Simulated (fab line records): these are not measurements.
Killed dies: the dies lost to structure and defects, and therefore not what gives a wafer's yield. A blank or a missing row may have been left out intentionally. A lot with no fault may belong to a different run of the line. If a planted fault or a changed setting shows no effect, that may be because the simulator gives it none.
fab line records + flow sfq_line
[record]
- lots = 6
- wafers = 18
- last_day = 80
route steps=325 shown M0@32 I0@43
lots that met no fault: taken from a fault-free run of the same line
start_h: hours from the record's first day to the start of the lot's first wafer shown + wait_h: hours elapsed since this lot's preceding step + " identical to the entry in the row above + L1.1+2: a row that stands for several wafers + - no value, or no start given + * or withheld: withheld + < > ~ a bound
route shown NAME@n: names a module that has steps shown in the file, with the first one's number in the route + usual: mean/standard deviation taken from wafers without a fault + same: alike in all rows + chamber/n: place in a boat + sites: per-site readings + _std_site: standard deviation of those values + _edge_site: the outer-site mean with the inner-site mean subtracted + radius_mm: for every site, how far away it sits from the centre of the wafer + mask NAME#n: copy n + behind: tool/chamber where the wafer was last shaped + hold: reason for holding the lot/hours on hold/outcome of the hold + device: whichever transistor did not switch (one of n, p or np) + end of line: the route-end tests of the same wafers + a step without rows: its recipe alone + killed: dies lost to structure and defects at the first sort, not the wafer's yield + map: dies across one wafer; x = killed, . = not, _ = none there
set.NAME: the setting that was run; set.NAME@STEP: the one run at that earlier step + model.NAME: the simulator's own value behind a step, which no gauge read
lots at some steps of the route; a table a step, a row a wafer
services: the hour from which a tool's chamber was out of use, counted from the record's first day as start_h (under 0 if before that day), plus the number of hours and why
[[steps]]
[step SFQ_TRILAYER_M0_LITHO_COAT_026]
[recipe]
- resist = BARC
- spin_rpm = 3000
- resist_thk_nm = 62
[step SFQ_TRILAYER_M0_LITHO_COAT_021]
[recipe]
- resist = KrF
- spin_rpm = 3000
- resist_thk_nm = 600
[step SFQ_TRILAYER_M0_LITHO_SOFTBAKE_025]
[recipe]
- temp_c = withheld
- time_s = withheld
- resist = KrF
[step SFQ_TRILAYER_M0_LITHO_EXPOSE_022]
[recipe]
- mask_id = M0
- na = 0.6
- source_shape = conventional
- sigma_outer = 0.65
- target_cd_nm = 500
- dose_mj = 14.4
[step SFQ_TRILAYER_M0_LITHO_PEB_024]
[recipe]
- peb_temp_c = 115
- peb_time_s = 60
- resist = KrF
[step SFQ_TRILAYER_M0_LITHO_DEVELOP_023]
[recipe]
- time_s = 60
- resist = KrF
[step SFQ_M0_OVL_MEAS_906]
[usual]
- M0_OVL = -1/5.9
| lot.wafer | tool       | chamber | start_h | wait_h | M0_OVL[nm] |
|-----------|------------|---------|---------|--------|------------|
| L795.2    | overlay-02 | -       | 238.57  | 0.1    | 3          |
| L795.3    | "          | -       | "       | "      | 8          |
| L795.5    | "          | -       | "       | "      | 7          |
| L805.1    | overlay-01 | -       | 307.83  | 0.1    | -2         |
| L805.3    | "          | -       | "       | "      | -12        |
| L805.5    | "          | -       | "       | "      | -5         |
| L807.1    | overlay-01 | -       | 326.95  | 0.1    | 0          |
| L807.2    | "          | -       | "       | "      | -3         |
| L807.4    | "          | -       | "       | "      | -2         |
| L809.1    | overlay-01 | -       | 346.28  | 0.1    | 8          |
| L809.2    | "          | -       | "       | "      | 5          |
| L809.3    | "          | -       | "       | "      | 0          |
| L816.1    | overlay-01 | -       | 410.10  | 0.1    | -1         |
| L816.4    | "          | -       | "       | "      | -1         |
| L816.5    | "          | -       | "       | "      | 0          |
| L817.2    | overlay-02 | -       | 424.51  | 0.1    | 4          |
| L817.4    | "          | -       | "       | "      | -6         |
| L817.6    | "          | -       | "       | "      | 8          |
[step SFQ_TRILAYER_M0_BARC_OPEN_METAL_ETCH_031]
[recipe]
- mask_material = PR
- chemistry = O2
- target_depth_nm = 125
- target = BARC
- icp_w = 600
- bias_w = 80
- pressure_mtorr = 10
- time_s = 41.7
[usual]
- drypump_motor_current_A = 5.9/0.57
- oes_product_au = 0.685/0.0047
| lot.wafer | tool         | chamber | start_h | wait_h | drypump_motor_current_A | oes_product_au | rf_hours_counter_h |
|-----------|--------------|---------|---------|--------|-------------------------|----------------|--------------------|
| L795.2    | rie_metal-03 | 1       | 238.80  | 0.2    | 6.4                     | 0.689          | -                  |
| L795.3    | "            | 1       | "       | "      | 6.4                     | 0.689          | -                  |
| L795.5    | "            | 1       | "       | "      | 6.4                     | 0.682          | -                  |
| L805.1    | rie_metal-02 | 0       | 307.86  | 0.0    | 4.8                     | 0.680          | 4                  |
| L805.3    | "            | 0       | "       | "      | 4.8                     | 0.689          | -                  |
| L805.5    | "            | 1       | "       | "      | 6.0                     | 0.691          | -                  |
| L807.1    | rie_metal-04 | 1       | 326.99  | 0.0    | 5.0                     | 0.689          | 90                 |
| L807.2    | "            | 0       | "       | "      | 6.2                     | 0.678          | 131                |
| L807.4    | "            | 0       | "       | "      | 6.2                     | 0.691          | -                  |
| L809.1    | rie_metal-03 | 0       | 346.31  | 0.0    | 6.3                     | 0.683          | 13                 |
| L809.2    | "            | 1       | "       | "      | 6.5                     | 0.684          | 4                  |
| L809.3    | "            | 0       | "       | "      | 6.3                     | 0.689          | -                  |
| L816.1    | rie_metal-02 | 1       | 410.14  | 0.0    | 6.0                     | 0.690          | 130                |
| L816.4    | "            | 1       | "       | "      | 6.0                     | 0.691          | -                  |
| L816.5    | "            | 1       | "       | "      | 6.0                     | 0.685          | -                  |
| L817.2    | rie_metal-03 | 0       | 424.54  | 0.0    | 6.3                     | 0.692          | 25                 |
| L817.4    | "            | 1       | "       | "      | 6.4                     | 0.685          | -                  |
| L817.6    | "            | 0       | "       | "      | 6.3                     | 0.684          | -                  |
[step SFQ_TRILAYER_M0_ETCH_METAL_ETCH_024]
[recipe]
- target = Nb
- stop_on = SiO2
- mask_material = PR
- chemistry = Cl2/Ar
- target_depth_nm = 240
- icp_w = 600
- bias_w = 80
- pressure_mtorr = 10
- time_s = 120
[usual]
- drypump_motor_current_A = 5.9/0.57
- oes_product_au = 0.896/0.008
| lot.wafer | tool         | chamber | start_h | wait_h | drypump_motor_current_A | oes_product_au | rf_hours_counter_h |
|-----------|--------------|---------|---------|--------|-------------------------|----------------|--------------------|
| L795.2    | rie_metal-03 | 1       | 238.94  | 0.1    | 6.4                     | 0.887          | -                  |
| L795.3    | "            | 1       | "       | "      | 6.5                     | 0.891          | -                  |
| L795.5    | "            | 1       | "       | "      | 6.5                     | 0.888          | -                  |
| L805.1    | rie_metal-02 | 0       | 307.92  | 0.0    | 4.8                     | 0.901          | 4                  |
| L805.3    | "            | 0       | "       | "      | 4.8                     | 0.879          | -                  |
| L805.5    | "            | 1       | "       | "      | 6.0                     | 0.901          | -                  |
| L807.1    | rie_metal-04 | 1       | 327.05  | 0.0    | 5.0                     | 0.902          | 90                 |
| L807.2    | "            | 0       | "       | "      | 6.3                     | 0.891          | 131                |
| L807.4    | "            | 0       | "       | "      | 6.3                     | 0.904          | -                  |
| L809.1    | rie_metal-03 | 0       | 346.37  | 0.0    | 6.3                     | 0.902          | 13                 |
| L809.2    | "            | 1       | "       | "      | 6.4                     | 0.895          | 4                  |
| L809.3    | "            | 0       | "       | "      | 6.3                     | 0.899          | -                  |
| L816.1    | rie_metal-02 | 1       | 410.26  | 0.1    | 6.0                     | 0.896          | 130                |
| L816.4    | "            | 1       | "       | "      | 6.0                     | 0.895          | -                  |
| L816.5    | "            | 1       | "       | "      | 6.0                     | 0.892          | -                  |
| L817.2    | rie_metal-03 | 0       | 424.60  | 0.0    | 6.3                     | 0.892          | 25                 |
| L817.4    | "            | 1       | "       | "      | 6.4                     | 0.902          | -                  |
| L817.6    | "            | 0       | "       | "      | 6.3                     | 0.894          | -                  |
[step SFQ_TRILAYER_M0_STRIP_STRIP_025]
[recipe]
- gas = O2
- power_w = 200
- platen_temp_c = 40
- overash_fraction = 0.65
- chemistry = O2
- pressure_mtorr = 50
[usual]
- drypump_motor_current_A = 5.9/0.58
- oes_product_au = 0.997/0.0082
| lot.wafer | tool         | chamber | start_h | wait_h | drypump_motor_current_A | oes_product_au | rf_hours_counter_h |
|-----------|--------------|---------|---------|--------|-------------------------|----------------|--------------------|
| L795.2    | rie_metal-03 | 1       | 239.35  | 0.4    | 6.4                     | 0.978          | -                  |
| L795.3    | "            | 1       | "       | "      | 6.4                     | 0.989          | -                  |
| L795.5    | "            | 1       | "       | "      | 6.4                     | 0.981          | -                  |
| L805.1    | rie_metal-02 | 0       | 308.05  | 0.1    | 4.8                     | 1.015          | 5                  |
| L805.3    | "            | 0       | "       | "      | 4.9                     | 1.006          | -                  |
| L805.5    | "            | 1       | "       | "      | 6.0                     | 0.989          | -                  |
| L807.1    | rie_metal-04 | 1       | 327.17  | 0.1    | 5.0                     | 1.007          | 90                 |
| L807.2    | "            | 0       | "       | "      | 6.2                     | 0.992          | 131                |
| L807.4    | "            | 0       | "       | "      | 6.2                     | 1.001          | -                  |
| L809.1    | rie_metal-03 | 0       | 346.50  | 0.1    | 6.3                     | 1.007          | 13                 |
| L809.2    | "            | 1       | "       | "      | 6.4                     | 0.989          | 4                  |
| L809.3    | "            | 0       | "       | "      | 6.3                     | 0.989          | -                  |
| L816.1    | rie_metal-02 | 1       | 410.51  | 0.2    | 6.0                     | 0.993          | 131                |
| L816.4    | "            | 1       | "       | "      | 6.0                     | 0.997          | -                  |
| L816.5    | "            | 1       | "       | "      | 6.0                     | 0.996          | -                  |
| L817.2    | rie_metal-03 | 0       | 424.72  | 0.1    | 6.3                     | 1.005          | 25                 |
| L817.4    | "            | 1       | "       | "      | 6.4                     | 0.998          | -                  |
| L817.6    | "            | 0       | "       | "      | 6.3                     | 0.994          | -                  |
[step SFQ_TRILAYER_M0_STRIP_SOLV_CLEAN_026]
[recipe]
- chemistry = NMP
- temp_c = 70
- time_s = 600
[step SFQ_TRILAYER_I0_DEP_PECVD_027]
[recipe]
- material = SiO2
- temp_c = 150
- time_s = 111.11
- pressure_torr = 2.4
- rf_w = 183.3
- precursor = SiH4/N2O
- target_thk_nm = 500
[usual]
- heater_power_w = 85/18
- throttle_valve_pct = 24.4/0.79
| lot.wafer | tool     | chamber | start_h | wait_h | heater_power_w | throttle_valve_pct |
|-----------|----------|---------|---------|--------|----------------|--------------------|
| L795.2    | pecvd-04 | 1       | 240.70  | 0.0    | 127            | 23.9               |
| L795.3    | "        | 2       | "       | "      | 94             | 23.4               |
| L795.5    | "        | 2       | "       | "      | 101            | 23.3               |
| L805.1    | pecvd-03 | 2       | 308.82  | 0.0    | 85             | 25.5               |
| L805.3    | "        | 0       | "       | "      | 62             | 23.3               |
| L805.5    | "        | 0       | "       | "      | 61             | 23.2               |
| L807.1    | pecvd-04 | 0       | 327.95  | 0.0    | 49             | 24.6               |
| L807.2    | "        | 1       | "       | "      | 131            | 23.9               |
| L807.4    | "        | 0       | "       | "      | 52             | 24.5               |
| L809.1    | pecvd-02 | 2       | 347.27  | 0.0    | 74             | 23.9               |
| L809.2    | "        | 0       | "       | "      | 86             | 25.2               |
| L809.3    | "        | 0       | "       | "      | 88             | 25.0               |
| L816.1    | pecvd-02 | 0       | 411.88  | 0.0    | 83             | 24.8               |
| L816.4    | "        | 0       | "       | "      | 86             | 24.9               |
| L816.5    | "        | 2       | "       | "      | 81             | 23.8               |
| L817.2    | pecvd-02 | 2       | 425.51  | 0.0    | 81             | 23.7               |
| L817.4    | "        | 2       | "       | "      | 81             | 24.1               |
| L817.6    | "        | 0       | "       | "      | 80             | 24.8               |
[step SFQ_TRILAYER_I0_CMP_CMP_028]
[recipe]
- material = SiO2
- down_force_psi = 3
- platen_rpm = 60
- pad_velocity_m_s = 0.94248
[usual]
- motor_current_A = 9.9/0.89
- time_to_endpoint_s = 217/8.3
| lot.wafer | tool   | chamber | start_h | wait_h | motor_current_A | time_to_endpoint_s |
|-----------|--------|---------|---------|--------|-----------------|--------------------|
| L795.3    | cmp-01 | 3       | 249.54  | 8.8    | 9.4             | 222                |
| L795.2    | "      | 0       | "       | "      | 10.3            | 210                |
| L795.5    | "      | 2       | 251.04  | 10.3   | 9.5             | 220                |
| L805.1    | cmp-02 | 0       | 321.08  | 12.2   | 9.5             | 112                |
| L805.3    | "      | 1       | "       | "      | 9.0             | 123                |
| L805.5    | "      | 1       | 323.58  | 14.7   | 8.6             | 227                |
| L807.2    | cmp-02 | 2       | 333.08  | 5.1    | 10.5            | 207                |
| L807.1    | "      | 0       | 334.08  | 6.1    | 9.3             | 114                |
| L807.4    | "      | 1       | "       | "      | 8.9             | 233                |
| L809.3    | cmp-01 | 0       | 347.39  | 0.0    | 10.3            | 212                |
| L809.2    | "      | 2       | 348.39  | 1.1    | 9.5             | 218                |
| L809.1    | "      | 3       | "       | "      | 9.1             | 220                |
| L816.1    | cmp-02 | 1       | 413.36  | 1.4    | 9.1             | 216                |
| L816.4    | "      | 2       | "       | "      | 10.7            | 208                |
| L816.5    | "      | 1       | 415.36  | 3.4    | 8.9             | 230                |
| L817.2    | cmp-02 | 1       | 426.09  | 0.5    | 9.1             | 218                |
| L817.4    | "      | 2       | "       | "      | 9.9             | 218                |
| L817.6    | "      | 0       | 427.59  | 2.0    | 9.5             | 216                |
[step SFQ_I0_BOW_MEAS_907]
[recipe]
- mode = bow
[usual]
- I0_BOW = 3/6.3
| lot.wafer | tool          | chamber | start_h | wait_h | I0_BOW[um] |
|-----------|---------------|---------|---------|--------|------------|
| L795.2    | film_metro-03 | -       | 251.56  | 1.0    | 4          |
| L795.3    | "             | -       | "       | "      | 1          |
| L795.5    | "             | -       | "       | "      | -2         |
| L805.1    | film_metro-04 | -       | 324.08  | 2.5    | 6          |
| L805.3    | "             | -       | "       | "      | -4         |
| L805.5    | "             | -       | "       | "      | 4          |
| L807.1    | film_metro-02 | -       | 336.08  | 1.5    | 5          |
| L807.2    | "             | -       | "       | "      | -1         |
| L807.4    | "             | -       | "       | "      | 7          |
| L809.1    | film_metro-03 | -       | 350.39  | 1.0    | 9          |
| L809.2    | "             | -       | "       | "      | 6          |
| L809.3    | "             | -       | "       | "      | 3          |
| L816.1    | film_metro-04 | -       | 416.36  | 2.5    | -7         |
| L816.4    | "             | -       | "       | "      | 0          |
| L816.5    | "             | -       | "       | "      | 7          |
| L817.2    | film_metro-03 | -       | 428.61  | 2.0    | 5          |
| L817.4    | "             | -       | "       | "      | 3          |
| L817.6    | "             | -       | "       | "      | 4          |
[[services]]
| tool         | chamber | start_h | hours | kind   |
|--------------|---------|---------|-------|--------|
| rie_metal-02 | -       | 227.32  | 28.1  | pm     |
| cmp-01       | -       | 232.54  | 4.0   | pm     |
| cmp-01       | -       | 233.24  | 0.2   | repair |
| cmp-01       | -       | 243.08  | 0.8   | repair |
| rie_metal-03 | 0       | 246.43  | -     | clean  |
| pecvd-02     | -       | 249.34  | 0.8   | repair |
| cmp-01       | -       | 260.66  | 0.6   | repair |
| cmp-02       | -       | 265.05  | 0.3   | repair |
| pecvd-02     | -       | 265.08  | 6.0   | pm     |
| rie_metal-03 | 0       | 273.31  | 14.8  | repair |
| rie_metal-04 | -       | 275.47  | 2.8   | pm     |
| pecvd-04     | -       | 277.77  | 0.8   | pm     |
| pecvd-02     | -       | 281.38  | 1.1   | repair |
| rie_metal-03 | 1       | 282.83  | 11.1  | repair |
| cmp-02       | -       | 309.84  | 11.2  | pm     |
| pecvd-02     | 2       | 319.82  | 17.9  | repair |
| cmp-01       | -       | 323.90  | 0.8   | repair |
| pecvd-02     | 1       | 339.44  | 18.3  | repair |
| rie_metal-02 | -       | 359.72  | 14.6  | pm     |
| pecvd-02     | -       | 374.62  | 1.0   | repair |
| cmp-01       | -       | 405.79  | 10.0  | repair |
| rie_metal-02 | 0       | 406.78  | 27.8  | repair |
| cmp-02       | -       | 409.36  | 4.0   | pm     |
| cmp-02       | -       | 416.36  | 6.2   | pm     |
[[key]]
[first_sign]
- step = SFQ_TRILAYER_I0_CMP_CMP_028
- reading = time_to_endpoint_s
- direction = down
- sigmas = 12
- usual = *
- struck = *
effect none on later readings
met_at SFQ_TRILAYER_I0_CMP_CMP_028
struck_wafers L805.1,L805.3,L807.1
[fault]
- kind = process_parameter_drift
- tool = cmp-02
- chamber = -
- onset_h = 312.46
- steps = SFQ_TRILAYER_I0_CMP_CMP_028
- channel = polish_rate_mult
- offset = 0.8
- shape = step
- end_h = 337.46
- scope = struck_wafers_only
